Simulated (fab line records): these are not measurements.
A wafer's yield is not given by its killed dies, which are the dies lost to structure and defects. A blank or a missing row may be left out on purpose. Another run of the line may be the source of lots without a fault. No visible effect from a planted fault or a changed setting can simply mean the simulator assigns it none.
Which tool was responsible? | flow sfq-line | 14 lots, 41 wafers sampled, at 4 steps of a route of 325

== WHAT THE GAUGES SHOWED, per wafer ==
SFQ_M8_BOW_MEAS_951. Usual: M8_BOW typically reads 8 um, with standard deviation 13.
lot  | measured     | on            | M8_BOW (um) | flag
L442 | day 76 19:40 | film-metro-04 | 7 10 2      |
L443 | day 77 08:53 | film-metro-02 | 2 -11 2     |
L444 | day 80 10:08 | film-metro-02 | 11 12 12    |
L445 | day 80 13:44 | film-metro-04 | -12 -1 -6   |
L446 | day 80 14:55 | film-metro-03 | 12 4 11     |
L447 | day 80 19:42 | film-metro-04 | 17 8 6      |
L448 | day 81 01:42 | film-metro-03 | 18 9 12     |
L449 | day 81 05:18 | film-metro-03 | 19 21 15    |
L450 | day 81 07:42 | film-metro-04 | 24 14 19    |
L451 | day 81 14:02 | film-metro-04 | -7 1 7      |
L452 | day 81 17:28 | film-metro-02 | 1 0 1       |
L453 | day 81 18:46 | film-metro-03 | 25 20       |
L454 | day 81 22:59 | film-metro-03 | 4 3 13      |
L457 | day 83 07:11 | film-metro-04 | 18 4 15     |

== WHAT TOOL EACH LOT RAN ON (gives the tool, then ch and the chambers of the sampled wafers, and finally the start) ==
lot  | SFQ_TRILAYER_L0_BARC_OPEN_METAL_ETCH_010 | SFQ_TRILAYER_L0_VIA_STRIP_STRIP_017 | SFQ_TRILAYER_I5_ETCH_VIA_ETCH_147
L442 | rie-metal-03 ch 0,1, day 4 13:11         | rie-metal-04 ch 0,1, day 7 16:35    | rie-diel-03 ch 1,2,3, day 61 09:42
L443 | rie-metal-04 ch 0,1, day 4 14:23         | rie-metal-01 ch 0,1, day 7 18:16    | rie-diel-04 ch 0,1,2, day 61 18:51
L444 | rie-metal-04 ch 0,1, day 4 17:59         | rie-metal-01 ch 0,1, day 8 00:16    | rie-diel-01 ch 2,3, day 65 22:40
L445 | rie-metal-02 ch 0,1, day 5 00:01         | rie-metal-01 ch 0,1, day 8 08:52    | rie-diel-03 ch 1,2,3, day 66 04:40
L446 | rie-metal-02 ch 0,1, day 5 11:40         | rie-metal-04 ch 0,1, day 8 22:37    | rie-diel-01 ch 0,2,3, day 66 09:28
L447 | rie-metal-02 ch 0,1, day 5 16:28         | rie-metal-04 ch 0,1, day 9 07:26    | rie-diel-04 ch 1,3, day 70 19:21
L448 | rie-metal-02 ch 0,1, day 5 21:16         | rie-metal-03 ch 0,1, day 9 11:02    | rie-diel-03 ch 1,3, day 71 00:09
L449 | rie-metal-03 ch 0,1, day 6 02:04         | rie-metal-03 ch 0,1, day 9 15:50    | rie-diel-01 ch 0,1,2, day 71 19:21
L450 | rie-metal-02 ch 0,1, day 6 06:52         | rie-metal-01 ch 0,1, day 9 19:26    | rie-diel-04 ch 0,1,2, day 71 21:45
L451 | rie-metal-04 ch 0,1, day 6 12:53         | rie-metal-01 ch 0,1, day 10 01:38   | rie-diel-01 ch 1,2, day 71 22:57
L452 | rie-metal-04 ch 0,1, day 6 16:29         | rie-metal-01 ch 0,1, day 10 06:32   | rie-diel-03 ch 1,2,3, day 72 03:53
L453 | rie-metal-04 ch 0, day 6 20:04           | rie-metal-01 ch 0,1, day 10 11:08   | rie-diel-01 ch 0,3, day 72 10:39
L454 | rie-metal-04 ch 0,1, day 7 02:04         | rie-metal-03 ch 0,1, day 10 14:44   | rie-diel-03 ch 0,1,2, day 72 19:26
L457 | rie-metal-04 ch 0,1, day 7 20:34         | rie-metal-03 ch 0,1, day 11 17:20   | rie-diel-03 ch 0,3, day 77 06:42
- SFQ_TRILAYER_L0_BARC_OPEN_METAL_ETCH_010: etches BARC in O2, target depth 125 nm, time 41.7 s.
- SFQ_TRILAYER_L0_VIA_STRIP_STRIP_017: strips in O2.
- SFQ_TRILAYER_I5_ETCH_VIA_ETCH_147: etches the open film in CHF3, stops on Nb, target depth 360 nm.

== WHAT THE TOOLS THEMSELVES READ (means of the sampled wafers that have a number; where no wafer has one, the mark that the record gives instead) ==
SFQ_TRILAYER_L0_BARC_OPEN_METAL_ETCH_010. Usual: drypump-motor-current-A 6.0 A, standard deviation 0.52; oes-product-au 0.685 a.u., standard deviation 0.0041; rf-fwd-power-W 595.3 W, standard deviation 1.9; run-length-s 69.78 s, standard deviation 0.3.
lot  | tool         | drypump-motor-current-A (A) | oes-product-au (a.u.) | rf-fwd-power-W (W) | run-length-s (s) | flag
L442 | rie-metal-03 | 6.3                         | 0.687                 | 595.5              | 69.76            |
L443 | rie-metal-04 | 5.5                         | 0.683                 | 594.8              | 69.53            |
L444 | rie-metal-04 | 6.0                         | 0.685                 | 592.7              | 70.01            |
L445 | rie-metal-02 | 6.1                         | 0.688                 | 595.9              | 70.14            |
L446 | rie-metal-02 | 6.2                         | 0.687                 | 597.7              | 70.07            |
L447 | rie-metal-02 | 6.1                         | 0.685                 | 596.9              | 69.98            |
L448 | rie-metal-02 | 6.1                         | 0.682                 | 594.2              | 69.93            |
L449 | rie-metal-03 | 6.3                         | 0.685                 | 595.2              | 69.71            |
L450 | rie-metal-02 | 6.0                         | 0.682                 | 594.6              | 70.31            |
L451 | rie-metal-04 | 5.5                         | 0.683                 | 595.9              | 69.55            |
L452 | rie-metal-04 | 6.0                         | 0.686                 | 595.9              | 69.91            |
L453 | rie-metal-04 | 6.4                         | 0.730                 | 599.1              | 66.80            | OFF
L454 | rie-metal-04 | 5.6                         | 0.714                 | 595.4              | 67.76            | OFF
L457 | rie-metal-04 | 6.0                         | 0.708                 | 592.2              | 67.71            | OFF

SFQ_TRILAYER_L0_VIA_STRIP_STRIP_017. Usual: drypump-motor-current-A 6.0 A, standard deviation 0.43; oes-product-au 1.000 a.u., standard deviation 0.011; platen-temp-c 40.01 C, standard deviation 0.11.
lot  | tool         | drypump-motor-current-A (A) | oes-product-au (a.u.) | platen-temp-c (C) | flag
L442 | rie-metal-04 | 6.0                         | 0.998                 | 40.01             |
L443 | rie-metal-01 | 6.0                         | 1.007                 | 39.94             |
L444 | rie-metal-01 | 6.0                         | 1.003                 | 39.95             |
L445 | rie-metal-01 | 6.0                         | 1.001                 | 39.99             |
L446 | rie-metal-04 | 6.0                         | 0.992                 | 39.90             |
L447 | rie-metal-04 | 6.0                         | 1.003                 | 40.08             |
L448 | rie-metal-03 | 6.0                         | 1.003                 | 40.14             |
L449 | rie-metal-03 | 6.0                         | 0.989                 | 40.02             |
L450 | rie-metal-01 | 6.0                         | 1.018                 | 40.03             |
L451 | rie-metal-01 | 6.0                         | 1.007                 | 39.91             |
L452 | rie-metal-01 | 6.0                         | 1.008                 | 40.01             |
L453 | rie-metal-01 | 6.0                         | 1.004                 | 39.99             |
L454 | rie-metal-03 | 6.0                         | 0.998                 | 40.10             |
L457 | rie-metal-03 | 6.3                         | 0.992                 | 39.94             |

SFQ_TRILAYER_I5_ETCH_VIA_ETCH_147. Usual: drypump-motor-current-A 5.6 A, standard deviation 0.64; oes-product-au 0.987 a.u., standard deviation 0.006; rf-fwd-power-W 498.6 W, standard deviation 1.5.
lot  | tool        | drypump-motor-current-A (A) | oes-product-au (a.u.) | rf-fwd-power-W (W) | flag
L442 | rie-diel-03 | 5.1                         | 0.984                 | 498.0              |
L443 | rie-diel-04 | 5.5                         | 0.993                 | 498.8              |
L444 | rie-diel-01 | 5.8                         | 0.995                 | 498.4              |
L445 | rie-diel-03 | 5.1                         | 0.979                 | 498.9              |
L446 | rie-diel-01 | 5.9                         | 0.983                 | 498.3              |
L447 | rie-diel-04 | 5.9                         | 0.987                 | 499.1              |
L448 | rie-diel-03 | 4.9                         | 0.983                 | 497.9              |
L449 | rie-diel-01 | 6.0                         | 0.985                 | 499.3              |
L450 | rie-diel-04 | 5.4                         | 0.987                 | 498.1              |
L451 | rie-diel-01 | 6.0                         | 0.989                 | 497.6              |
L452 | rie-diel-03 | 5.2                         | 0.991                 | 497.2              |
L453 | rie-diel-01 | 5.4                         | 0.981                 | 498.2              |
L454 | rie-diel-03 | 5.8                         | 0.989                 | 497.8              |
L457 | rie-diel-03 | 5.3                         | 0.982                 | 499.0              |

== THE ANSWER, worked out from the rows above alone ==
Rule: a lot counts as off when the mean over its wafers that have a number is more than 3 standard deviations away from the usual mean. A lot without any number at a reading at which 4 lots or more have one is off too. Any other lot the step has rows for is counted as sound. The gauges are gone through in route order, then the tools' own readings, and for those a lot's mean is taken as printed above. The first step at which some lot is off is used, and at that step the reading that is off furthest; a lot without a number counts as furthest.
Off at SFQ_TRILAYER_L0_BARC_OPEN_METAL_ETCH_010 (oes-product-au): L453, L454, L457.
A tool fits if, at that step or a process step before it, it ran every lot that is off, and no sound lot after the first of them. One fits: rie-metal-04 at SFQ_TRILAYER_L0_BARC_OPEN_METAL_ETCH_010. A fault onset in the window from L452 (day 6 16:29, its last sound lot) to L453 (day 6 20:04, its first lot off) fits.
The tool's own readings at SFQ_TRILAYER_L0_BARC_OPEN_METAL_ETCH_010 bear it out: on the lots that are off they differ by more than 5 times the standard deviation of the sound lots' means. oes-product-au reads 0.717 a.u. there against 0.685 a.u. on the sound lots; run-length-s reads 67.42 s there against 69.90 s on the sound lots.

== WHAT THE SIMULATOR HAD INSERTED ==
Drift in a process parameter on rie-metal-04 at SFQ_TRILAYER_L0_BARC_OPEN_METAL_ETCH_010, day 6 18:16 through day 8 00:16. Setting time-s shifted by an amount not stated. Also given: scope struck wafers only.
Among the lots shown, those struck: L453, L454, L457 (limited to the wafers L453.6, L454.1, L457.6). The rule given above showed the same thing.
